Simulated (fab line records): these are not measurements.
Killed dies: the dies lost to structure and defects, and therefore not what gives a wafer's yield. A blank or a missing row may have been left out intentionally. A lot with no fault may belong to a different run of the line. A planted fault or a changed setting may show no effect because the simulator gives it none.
fab line records -- flow sky130
record: lots: 14, wafers: 42, last-day: 50
route steps=708 shown METAL4@599 PAD_OPEN@708
lots that met no fault: from a run of the same line without faults
start-h: hours from the record's opening day to when the first of the lot's shown wafers began -- wait-h: hours from the lot's prior step to this one -- " unchanged from the row above -- L1.1+2: a single row standing in for several wafers -- - no value, or no start given -- * or withheld: withheld -- < > ~ a bound
route shown NAME@n: names a module that has steps shown in the file, with the first one's number in the route -- usual: the fault-free wafers' mean and standard deviation -- same: alike in all rows -- chamber/n: place in a boat -- sites: the reading at each site -- _std_site: how widely they spread, as a standard deviation -- _edge_site: mean of outer sites minus mean of inner sites -- radius-mm: for every site, how far away it sits from the centre of the wafer -- mask NAME#n: copy n -- behind: the most recent tool/chamber to have shaped the wafer -- hold: why the lot was held/for how many hours/how that ended -- device: names the non-switching transistor (n, p or np) -- end of line: tests of these same wafers at the route's end -- a step without rows: its recipe alone -- killed: not the wafer's yield, but the dies lost to structure and defects at the first sort -- map: a wafer's dies, x killed, . not, _ none there
set.NAME: the setting as run; set.NAME@STEP: as run at that earlier step -- model.NAME: the simulator's own value behind a step, which no gauge read
one table for each step of the route and one row for each wafer, over a sample of lots
services: when a tool's chamber went out of use (start-h, in hours from the record's first day, below 0 if earlier), for how many hours, and the reason
== steps ==
step: SKY_METAL4_SPUTTER_01
recipe: material: TiN, target-thk-nm: 20, power-w: 6500, time-s: 16.7, chamber-pressure-pa: 0.4
usual: throttle-valve-pct: 30.1/0.8
lot.wafer,tool,chamber,start-h,wait-h,throttle-valve-pct
L233.3,pvd-sputter-02,-,931.07,0.0,30.4
L233.4,pvd-sputter-02,-,931.07,0.0,30.5
L233.5,pvd-sputter-02,-,931.07,0.0,30.2
L234.1,pvd-sputter-04,-,935.72,0.0,30.5
L234.5,pvd-sputter-04,-,935.72,0.0,30.0
L234.6,pvd-sputter-04,-,935.72,0.0,30.8
L235.3,pvd-sputter-03,-,942.58,0.0,31.2
L235.4,pvd-sputter-03,-,942.58,0.0,29.1
L235.6,pvd-sputter-03,-,942.58,0.0,31.2
L236.1,pvd-sputter-03,-,947.34,0.0,29.6
L236.2,pvd-sputter-03,-,947.34,0.0,29.5
L236.6,pvd-sputter-03,-,947.34,0.0,31.5
L239.1,pvd-sputter-04,-,993.45,0.0,30.7
L239.4,pvd-sputter-04,-,993.45,0.0,30.2
L239.6,pvd-sputter-04,-,993.45,0.0,28.9
L240.2,pvd-sputter-04,-,996.80,0.0,30.2
L240.4,pvd-sputter-04,-,996.80,0.0,29.9
L240.5,pvd-sputter-04,-,996.80,0.0,30.8
L241.1,pvd-sputter-03,-,999.86,0.0,29.3
L241.2,pvd-sputter-03,-,999.86,0.0,31.2
L241.5,pvd-sputter-03,-,999.86,0.0,29.7
L244.2,pvd-sputter-02,-,1013.95,0.0,29.4
L244.4,pvd-sputter-02,-,1013.95,0.0,30.6
L244.5,pvd-sputter-02,-,1013.95,0.0,31.0
L243.1,pvd-sputter-03,-,1017.20,0.0,29.7
L243.2,pvd-sputter-03,-,1017.20,0.0,31.0
L243.6,pvd-sputter-03,-,1017.20,0.0,29.2
L246.2,pvd-sputter-02,-,1024.95,0.0,30.9
L246.4,pvd-sputter-02,-,1024.95,0.0,30.5
L246.5,pvd-sputter-02,-,1024.95,0.0,30.6
L249.1,pvd-sputter-02,-,1034.43,0.0,30.4
L249.5,pvd-sputter-02,-,1034.43,0.0,30.5
L249.6,pvd-sputter-02,-,1034.43,0.0,30.9
L252.1,pvd-sputter-03,-,1061.48,0.0,29.5
L252.3,pvd-sputter-03,-,1061.48,0.0,29.5
L252.4,pvd-sputter-03,-,1061.48,0.0,29.2
L254.2,pvd-sputter-03,-,1077.35,0.0,29.1
L254.4,pvd-sputter-03,-,1077.35,0.0,29.6
L254.6,pvd-sputter-03,-,1077.35,0.0,29.6
L256.1,pvd-sputter-03,-,1083.34,0.0,31.3
L256.3,pvd-sputter-03,-,1083.34,0.0,29.0
L256.4,pvd-sputter-03,-,1083.34,0.0,29.1
step: SKY_PAD_OPEN_PROBE_99
usual: defect-limited-yield: 82.7/1.9, killed_at_M0_to_M3: 43/6.8, killed_at_M4_up: 3.0/1.8, killed-at-contacts: 23/5.4, killed-at-front-end: 15/4.4, killed-at-other: 0.3/0.51, killed-dies: 85/9.2, killed-open: 47/6.8, killed-short: 39/6.8, sort_bin_3_pad_short: 0.8/0.43, sort_bin_5_function: 10.3/1.5, sort_bin_6_memory: 6.2/0.96, sort-n-pass: 407/9.2, sort-yield-pct: 82.7/1.9
same: gross-dies: 492, killed-at-back-side: 0, sort_bin_4_leakage[%]: 0, sort_bin_8_speed[%]: 0
lot.wafer,tool,chamber,start-h,wait-h,defect-limited-yield[%],killed_at_M0_to_M3,killed_at_M4_up,killed-at-contacts,killed-at-front-end,killed-at-other,killed-dies,killed-open,killed-short,sort_bin_3_pad_short[%],sort_bin_5_function[%],sort_bin_6_memory[%],sort-n-pass,sort-yield-pct[%]
L246.2,prober-01,-,1155.89,0.1,70.3,40,76,22,8,0,146,38,35,5.9,18.1,5.7,346,70.3
L246.4,prober-01,-,1155.99,0.2,68.1,43,66,30,18,0,157,49,43,4.1,20.1,7.7,335,68.1
L246.5,prober-01,-,1156.04,0.2,70.3,33,72,33,7,1,146,38,38,5.1,18.1,6.5,346,70.3
L249.1,prober-02,-,1164.28,0.1,69.9,40,81,13,14,0,148,41,28,5.3,17.3,7.5,344,69.9
L249.5,prober-02,-,1164.48,0.2,73.6,35,64,18,13,0,130,38,29,5.3,15.9,5.3,362,73.6
L249.6,prober-02,-,1164.53,0.2,72.0,41,70,16,11,0,138,26,43,5.7,16.9,5.5,354,72.0
killed by level:class
L246.2 METAL4:unspecified=72 VIA3:geometric-particle:open=8 VIA1:geometric-particle:open=8 LI_CONTACT:geometric-particle:open=7 VIA2:geometric-particle:open=7 LI_CONTACT:geometric-particle:short=5 CONTACT:geometric-particle:open=5 VIA3:geometric-particle:short=5
L246.4 METAL4:unspecified=65 CONTACT:geometric-particle:open=14 METAL1:geometric-particle:short=8 VIA3:geometric-particle:open=7 VIA1:geometric-particle:open=7 LI_CONTACT:geometric-particle:open=7 POLY_GATE:geometric-particle:open=6 METAL2:geometric-particle:short=6
L246.5 METAL4:unspecified=70 VIA3:geometric-particle:open=9 LI_CONTACT:geometric-particle:open=8 CONTACT:geometric-particle:open=7 LOCAL_INTERCONNECT:geometric-particle:short=6 LI_CONTACT:geometric-particle:short=5 CONTACT:geometric-particle:short=5 VIA1:geometric-particle:short=4
L249.1 METAL4:unspecified=79 VIA1:geometric-particle:open=16 CONTACT:geometric-particle:open=6 METAL1:geometric-particle:short=5 FIELD_ISO:geometric-particle:open=4 FIELD_ISO:geometric-particle:short=4 POLY_GATE:geometric-particle:short=4 VIA2:geometric-particle:open=4
L249.5 METAL4:unspecified=63 VIA2:geometric-particle:open=12 METAL2:geometric-particle:short=6 VIA1:geometric-particle:open=6 CONTACT:geometric-particle:open=6 LI_CONTACT:geometric-particle:open=5 METAL1:geometric-particle:short=4 CONTACT:geometric-particle:short=4
L249.6 METAL4:unspecified=69 METAL1:geometric-particle:short=11 VIA1:geometric-particle:short=7 VIA1:geometric-particle:open=7 FIELD_ISO:geometric-particle:short=6 LI_CONTACT:geometric-particle:short=4 LI_CONTACT:geometric-particle:open=4 METAL2:geometric-particle:open=4
== services ==
tool,chamber,start-h,hours,kind
pvd-sputter-02,3,1016.01,-,consumable-replace:kit
pvd-sputter-02,3,1016.01,18.0,scheduled-down
pvd-sputter-02,3,1016.01,18.0,vent-cycle
pvd-sputter-04,-,1022.26,1.9,repair
pvd-sputter-03,-,1045.19,1.1,repair
pvd-sputter-03,0,1078.23,-,consumable-replace:kit
pvd-sputter-03,0,1078.23,18.0,scheduled-down
pvd-sputter-03,0,1078.23,18.0,vent-cycle
== key ==
first-sign: step: SKY_PAD_OPEN_PROBE_99, reading: killed_at_M4_up, direction: up, sigmas: 38, usual: 3.0, struck: 71.5
effect: step: SKY_PAD_OPEN_PROBE_99, reading: sort_bin_3_pad_short, direction: up, sigmas: 10, usual: 0.8, struck: 5.2
met-at SKY_METAL4_SPUTTER_01
struck-lots L246,L249
onset-between 1013.95 1024.95
fault: kind: chamber-particle-source, tool: pvd-sputter-02, chamber: -, onset-h: 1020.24, steps: SKY_METAL4_SPUTTER_01, rate-per-visit-cm2: 2.0773, end-h: 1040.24
